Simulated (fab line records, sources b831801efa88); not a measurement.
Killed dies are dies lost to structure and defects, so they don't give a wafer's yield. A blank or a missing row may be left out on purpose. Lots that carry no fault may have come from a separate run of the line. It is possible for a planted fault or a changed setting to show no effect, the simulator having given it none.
What tool caused it?    flow sky130    route of 708 steps, sampled at 1 step: 12 lots, 36 wafers

## WHAT EACH GAUGE READ, for each wafer
SKY_VIA1_THK_MEAS_01. Usual: VIA1_HDPCVD_THK gives 1024 nm (standard deviation 12).
lot   measured      on            VIA1_HDPCVD_THK (nm)  flag
L812  day 32 13:35  filmMetro-04  1033 1023 1019        
L814  day 33 16:40  filmMetro-02  1035 1042 1027        
L815  day 33 23:53  filmMetro-04  1046 1035 1030        
L816  day 34 08:33  filmMetro-04  1025 1048 1028        
L820  day 35 21:50  filmMetro-04  1014 998 1007         
L821  day 36 01:10  filmMetro-04  1026 1009 1026        
L823  day 36 23:45  filmMetro-04  1034 1015 1027        
L825  day 37 01:31  filmMetro-03  1018 1019 1007        
L826  day 37 14:16  filmMetro-04  1031 1036 1016        
L830  day 39 17:10  filmMetro-03  1017 1009 1009        
L834  day 39 19:23  filmMetro-04  1026 1039 1029        
L833  day 39 22:32  filmMetro-03  1026 1021 1012        

## WHAT TOOL EACH LOT RAN ON (gives the tool, then ch and the chambers of the sampled wafers, and finally the start)
The record holds no process step before these readings.

## AS READ BY THE TOOLS THEMSELVES (means over the sampled wafers that have a number; for cases with no such wafer, the mark the record gives instead)
The record holds no such reading with a usual standard deviation.

## THE ANSWER, worked out from the rows above alone
Rule: a lot counts as off when the mean over its wafers that have a number is more than 3 standard deviations away from the usual mean. Also off: a lot with no number at a reading for which 4 or more lots have one. All remaining lots with rows at the step are treated as sound. Order of review: gauges by route order, followed by the tools' own readings, for which a lot's mean as printed above is used. The first step at which some lot is off is used, and at that step the reading that is off furthest; a lot without a number counts as furthest.
Across all readings shown, no lot is off: no conclusion can be drawn from this.

## WHAT THE SIMULATOR HAD PUT IN
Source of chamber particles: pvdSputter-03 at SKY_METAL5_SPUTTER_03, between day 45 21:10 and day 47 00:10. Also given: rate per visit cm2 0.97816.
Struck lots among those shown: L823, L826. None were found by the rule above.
